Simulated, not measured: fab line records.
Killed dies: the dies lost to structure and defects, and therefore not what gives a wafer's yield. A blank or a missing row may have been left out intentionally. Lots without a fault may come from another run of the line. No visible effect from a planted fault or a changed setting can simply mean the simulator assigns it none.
What tool caused it? ; flow sky130 ; 13 lots with 39 wafers sampled at 5 steps, on a route of 708 steps

## WHAT EACH GAUGE READ, for each wafer
SKY_VT_ADJUST_HVTR_CD_MEAS_07 targets a cd of 380 nm. Usual: cd-nm reads 379.7 nm (standard deviation 2.5).
lot;measured;on;cd-nm (nm);flag
L639;day 9 10:04;cd-sem-01;379.6 382.0 380.3;
L641;day 10 04:48;cd-sem-01;380.7 381.1 381.2;
L643;day 10 15:59;cd-sem-02;377.3 376.6 378.6;
L644;day 10 22:14;cd-sem-01;383.1 381.8 382.4;
L645;day 11 10:56;cd-sem-02;380.8 379.4 380.6;
L647;day 12 09:16;cd-sem-02;381.2 383.4 382.7;
L652;day 13 14:49;cd-sem-02;381.5 382.0 382.4;
L651;day 13 17:58;cd-sem-02;380.5 381.2 381.2;
L653;day 13 23:31;cd-sem-01;379.1 379.6 379.5;
L654;day 14 03:36;cd-sem-01;380.9 379.2 380.6;
L655;day 14 10:58;cd-sem-01;377.9 376.0 377.9;
L656;day 14 20:19;cd-sem-02;376.8 377.9 376.6;
L658;day 15 06:43;cd-sem-02;375.5 375.4 375.3;

SKY_SONOS_ONO_THK_MEAS_03. Usual: SONOS_ONO_CVD_02_THK typically reads 10.50 nm, with standard deviation 0.13.
lot;measured;on;SONOS_ONO_CVD_02_THK (nm);flag
L639;day 11 11:43;film-metro-02;10.37 10.50 10.46;
L641;day 12 10:13;film-metro-04;10.79 10.72 10.66;
L643;day 12 19:22;film-metro-04;10.45 10.39 10.30;
L644;day 13 03:22;film-metro-03;10.52 10.53 10.55;
L645;day 13 17:53;film-metro-02;10.44 10.50 10.47;
L647;day 14 22:26;film-metro-03;10.44 10.28 10.33;
L652;day 16 00:44;film-metro-03;10.37 10.38 10.37;
L651;day 16 04:22;film-metro-03;10.43 10.44 10.46;
L653;day 16 10:22;film-metro-03;10.61 10.56 10.45;
L654;day 16 15:56;film-metro-04;10.43 10.43 10.43;
L655;day 16 21:58;film-metro-03;10.53 10.67 10.75;
L656;day 17 07:40;film-metro-02;10.62 10.63 10.72;
L658;day 17 20:34;film-metro-04;10.65 10.74 10.65;

SKY_POLY_GATE_THK_MEAS_01. Usual: POLY_GATE_CVD_00_THK typically reads 179.7 nm, with standard deviation 2.2.
lot;measured;on;POLY_GATE_CVD_00_THK (nm);flag
L639;day 13 21:22;film-metro-04;180.7 180.2 179.9;
L641;day 14 20:55;film-metro-01;178.7 178.7 176.3;
L643;day 15 07:32;film-metro-02;181.1 180.8 180.9;
L644;day 15 17:22;film-metro-01;179.5 178.5 178.8;
L645;day 16 06:37;film-metro-01;177.5 176.5 177.1;
L647;day 17 13:18;film-metro-04;182.3 183.3 183.1;
L652;day 18 20:49;film-metro-04;180.6 179.4 180.4;
L651;day 18 23:52;film-metro-01;180.0 181.2 179.3;
L653;day 19 05:08;film-metro-02;180.1 179.3 180.2;
L654;day 19 12:17;film-metro-02;179.4 180.8 180.5;
L655;day 19 19:16;film-metro-04;178.1 178.4 180.9;
L656;day 20 04:28;film-metro-04;180.8 181.3 181.2;
L658;day 20 13:32;film-metro-02;180.2 182.0 180.4;

## TOOL THAT RAN EACH LOT (tool first, then ch and the chambers of the sampled wafers, then the start)
lot;SKY_GATE_OXIDE_COAT_05;SKY_GATE_OXIDE_STRIP_13
L639;litho-track-03 ch 0, day 13 04:50;plasma-asher-04 ch 0,1, day 13 18:16
L641;litho-track-02 ch 0, day 14 03:53;plasma-asher-01 ch 0,1, day 14 17:23
L643;litho-track-01 ch 0, day 14 13:46;plasma-asher-03 ch 0,1, day 15 03:37
L644;litho-track-01 ch 0, day 14 23:52;plasma-asher-04 ch 0,1, day 15 14:25
L645;litho-track-02 ch 0, day 15 12:59;plasma-asher-03 ch 0,1, day 16 03:34
L647;litho-track-03 ch 0, day 16 19:43;plasma-asher-04 ch 0,1, day 17 10:22
L652;litho-track-01 ch 0, day 17 23:40;plasma-asher-03 ch 0,1, day 18 14:14
L651;litho-track-03 ch 0, day 18 03:41;plasma-asher-01 ch 0,1, day 18 19:30
L653;litho-track-02 ch 0, day 18 09:50;plasma-asher-01 ch 0,1, day 19 01:37
L654;litho-track-02 ch 0, day 18 17:46;plasma-asher-03 ch 0,1, day 19 09:21
L655;litho-track-02 ch 0, day 19 00:59;plasma-asher-03 ch 0,1, day 19 16:19
L656;litho-track-01 ch 0, day 19 09:13;plasma-asher-01 ch 0,1, day 20 00:27
L658;litho-track-01 ch 0, day 19 19:52;plasma-asher-03 ch 0,1, day 20 10:36
- SKY_GATE_OXIDE_COAT_05: resist thk 1140 nm.
- SKY_GATE_OXIDE_STRIP_13: strips in O2/N2.

## AS READ BY THE TOOLS THEMSELVES (means over the sampled wafers that have a number; for cases with no such wafer, the mark the record gives instead)
SKY_GATE_OXIDE_COAT_05. Usual: dispense-pressure-kPa reads 51.1 kPa (standard deviation 1.9).
lot;tool;dispense-pressure-kPa (kPa);flag
L639;litho-track-03;49.2;
L641;litho-track-02;50.4;
L643;litho-track-01;53.9;
L644;litho-track-01;53.9;
L645;litho-track-02;50.4;
L647;litho-track-03;49.2;
L652;litho-track-01;53.9;
L651;litho-track-03;49.2;
L653;litho-track-02;50.4;
L654;litho-track-02;50.4;
L655;litho-track-02;50.4;
L656;litho-track-01;53.9;
L658;litho-track-01;53.9;

SKY_GATE_OXIDE_STRIP_13. Usual: drypump-motor-current-A 5.8 A, standard deviation 0.43; oes-product-au 0.716 a.u., standard deviation 0.0046; strip-time-to-endpoint-s 14.18 s, standard deviation 0.04.
lot;tool;drypump-motor-current-A (A);oes-product-au (a.u.);strip-time-to-endpoint-s (s);flag
L639;plasma-asher-04;6.1;0.713;14.18;
L641;plasma-asher-01;5.8;0.718;14.17;
L643;plasma-asher-03;5.9;0.714;14.21;
L644;plasma-asher-04;6.1;0.717;14.22;
L645;plasma-asher-03;5.6;0.712;14.21;
L647;plasma-asher-04;6.1;0.714;14.21;
L652;plasma-asher-03;5.9;0.722;14.18;
L651;plasma-asher-01;5.5;0.717;14.18;
L653;plasma-asher-01;5.5;0.719;13.87;OFF
L654;plasma-asher-03;5.7;0.715;13.85;OFF
L655;plasma-asher-03;5.6;0.712;13.91;OFF
L656;plasma-asher-01;5.4;0.713;14.19;
L658;plasma-asher-03;5.6;0.715;14.20;

## THE ANSWER, worked out from the rows above alone
Rule: take the mean of a lot's wafers that have a number; if it is more than 3 standard deviations from the usual mean, the lot is off. Also off: a lot with no number at a reading for which 4 or more lots have one. Any other lot the step has rows for is counted as sound. First the gauges in route order, then the tools' own readings, where a lot's mean is used as printed above. At the first step where some lot is off, the reading lying furthest off is the one used; lots without a number count as furthest.
Off, at SKY_GATE_OXIDE_STRIP_13 on strip-time-to-endpoint-s: L653, L654, L655.
If a tool, at that step or one of the process steps before it, ran each lot that is off and ran no sound lot following the first of them, it fits. One fits: SKY_GATE_OXIDE_COAT_05 on litho-track-02. A fault onset in the window from L645 (day 15 12:59, its last sound lot) to L653 (day 18 09:50, its first lot off) fits.

## WHAT THE SIMULATOR PUT IN
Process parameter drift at SKY_GATE_OXIDE_COAT_05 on litho-track-02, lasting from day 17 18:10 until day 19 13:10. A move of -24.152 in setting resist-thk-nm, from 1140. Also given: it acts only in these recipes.
Shown lots that were struck: L653, L654, L655. This agrees with what the rule above found.
